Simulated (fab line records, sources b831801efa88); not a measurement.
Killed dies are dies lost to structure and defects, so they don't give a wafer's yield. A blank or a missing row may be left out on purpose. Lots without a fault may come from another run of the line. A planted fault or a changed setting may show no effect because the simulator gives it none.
Problem report in the 8D (eight disciplines) form, filled by code | flow sky130 | the parts of the form that need people (team, actions taken, sign-off) are left out

1. THE PROBLEM
cathode_dc_power_W at SKY_METAL4_SPUTTER_02 reads a mean of 9769 W on 4 wafers of 3 lots; wafers without a fault read 10600 W with a standard deviation of 1.9. That is -99 or more standard deviations from the usual mean.
The step: material AlCu, target thk 735 nm, time 39.1 s.
First seen on wafer L573.3, day 43 23:44, on pvd_sputter-03. The record holds 33 wafers of 11 lots with a number at this step. Rule for "out", or "out of limits": more than 4 standard deviations from the usual mean. The other wafers with a number count as sound.

2. WHAT IT IS AND WHAT IT IS NOT
question                    | is                             | is not
which readings at this step | cathode_dc_power_W             | throttle_valve_pct
which lots                  | L573, L574, L579               | L562, L564, L565, L569, L570, L572, L581, L582
which wafers of those lots  | L573.3, L573.5, L574.4, L579.1 | L573.2, L574.1, L574.5, L579.5, L579.6
read on which tools         | pvd_sputter-03                 | pvd_sputter-01, pvd_sputter-02
when                        | from day 43 23:44              | up to then (19 sound wafers); but 10 sound wafers of L574, L579, L581, L582 came after

3. SUSPECTS, AND WHAT RULES EACH OUT
Counting: a tool at a process step up to the reading stays a suspect if it ran every lot that is out. Sound lots after the first of them don't rule it out here, since some wafers of a struck lot are sound.
- pvd_sputter-03 at SKY_METAL4_SPUTTER_02 (material AlCu, target thk 735 nm, time 39.1 s): kept. It ran every lot that is out, first L573 (day 43 23:44); its last sound lot up to then is L572 (day 43 18:44). Its own readings are out on those wafers: cathode_dc_power_W.
Left after counting: pvd_sputter-03 at SKY_METAL4_SPUTTER_02.

4. THE CAUSE (what the simulator had put in)
Process parameter drift: pvd_sputter-03, from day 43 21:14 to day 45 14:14, at SKY_METAL4_SPUTTER_02. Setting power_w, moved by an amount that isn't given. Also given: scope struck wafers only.
Counting left only this tool.

5. THE CHAIN OF EFFECTS, in route order
Each row: a reading whose mean over the struck wafers that have a number lies more than 3 standard deviations from the usual. Only readings for which the record gives a usual standard deviation are gone through. hours: the time from each lot's start at the first step in this table that gives one to its start at this step, as a median over the lots. sigmas: the change in usual standard deviations.
hours | step                     | reading            | usual      | on struck wafers | change | sigmas
0     | SKY_METAL4_SPUTTER_02    | cathode_dc_power_W | 10600 W    | 9769             | -831   | -99 or more
43    | SKY_METAL4_METAL_ETCH_18 | oes_product_au     | 0.865 a.u. | 0.833            | -0.032 | -5.3
The process steps in it:
- SKY_METAL4_SPUTTER_02: material AlCu, target thk 735 nm, time 39.1 s.
- SKY_METAL4_METAL_ETCH_18: etches the open film in Cl2/BCl3, stops on SiO2, target depth 845 nm, time 183.1 s.
Later measuring or inspecting steps at which every struck wafer that the step has a row for has a number for every such reading, and none has moved that far: SKY_CAP2M_THK_MEAS_04.

6. WHAT WOULD HAVE CAUGHT IT SOONER
In this record the first reading out of limits was taken at day 43 23:44, 2 hours after the fault began at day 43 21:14.
